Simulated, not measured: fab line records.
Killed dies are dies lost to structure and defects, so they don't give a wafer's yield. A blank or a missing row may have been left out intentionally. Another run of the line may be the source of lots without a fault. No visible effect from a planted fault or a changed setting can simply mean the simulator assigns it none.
8D (eight disciplines) problem report, filled in by code    flow gf180mcu    the parts of the form that need people (team, actions taken, sign-off) are left out

## 1. WHAT IS WRONG
Wafers free of any fault read 1196.6 ohm/sq (standard deviation 2.9) for LVPWELL_RS at GF_VT_IMPLANT_RS_MEAS_48, against a mean of 1262.3 ohm/sq on 6 wafers of 2 lots. That is +23 standard deviations from the usual mean.
The step: measures by four-point-probe.
Seen first at day 10 13:01 on filmMetro-03, wafer L180.1. At this step, 39 wafers from 13 lots have a number in the record. Rule for "out" (also "out of limits"): further than 4 standard deviations from the usual mean. All remaining wafers that have a number are taken as sound.

## 2. WHAT IT IS, WHAT IT ISN'T
question                     is                          is not
which readings at this step  LVPWELL_RS                  -
which lots                   L180, L182                  L169, L170, L171, L174, L175, L176, L181, L187, L188, L190, L191
which wafers of those lots   all that have a number      -
read on which gauges         filmMetro-01, filmMetro-03  filmMetro-02
when                         from day 10 13:01           up to then (18 sound wafers); but 15 sound wafers of L181, L187, L188, L190, L191 came after

## 3. WHAT RULES OUT EACH SUSPECT
Counting: a tool at a process step up to the reading stays a suspect if it ran every lot that is out and no sound lot after the first of them.
- ruled out: the gauge at GF_VT_IMPLANT_RS_MEAS_48. The wafers that are out were read on 2 gauges (filmMetro-01, filmMetro-03).
- implanter-03 at GF_LVPWELL_IMPLANT_08: ruled out as a lasting fault. The sound lots L191 went through it after L180, its earliest lot that is out (day 6 10:05).
Left after counting: nothing in the record.

## 4. THE CAUSE (what the simulator had put in)
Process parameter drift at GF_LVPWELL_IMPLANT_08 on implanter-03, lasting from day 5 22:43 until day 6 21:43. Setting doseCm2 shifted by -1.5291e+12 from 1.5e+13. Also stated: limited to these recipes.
Counting ruled it out, wrongly: the rule takes a fault to strike every lot that its tool runs from its start on, and this one did not.

## 5. THE EFFECT CHAIN, in route order
Each row: a reading whose mean over the struck wafers that have a number lies more than 3 standard deviations from the usual. Only readings whose record carries a usual standard deviation are examined. hours: median over the lots of the time between each lot's start at the first step of this table that gives one and its start at this step. sigmas: the change, counted in usual standard deviations.
hours  step                      reading           usual          on struck wafers  change       sigmas
0      GF_LVPWELL_IMPLANT_08     doseIonsCm2       1.5001e+13     1.3470e+13        -1.5315e+12  -99 or more
0      GF_LVPWELL_IMPLANT_08     faradayCurrentUA  84.8           75.5              -9.3         -5.5
100    GF_VT_IMPLANT_RS_MEAS_48  LVPWELL_RS        1196.6 ohm/sq  1262.3            +65.7        +23
Here are the process steps it includes:
- GF_LVPWELL_IMPLANT_08
Later steps that measure or inspect, where all struck wafers having a row at the step show a number for every such reading and not one has moved that far: GF_HV_LDD_TW_MEAS_11.

## 6. WHAT WOULD HAVE CAUGHT IT SOONER
In this record the first reading out of limits at a measuring or inspecting step was taken at day 10 13:01, 110 hours after the fault began at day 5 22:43.
The tool's own readings at GF_LVPWELL_IMPLANT_08 were out on every struck wafer that the step has a row for (doseIonsCm2, faradayCurrentUA): an alarm limit on them would have fired on the first of those.
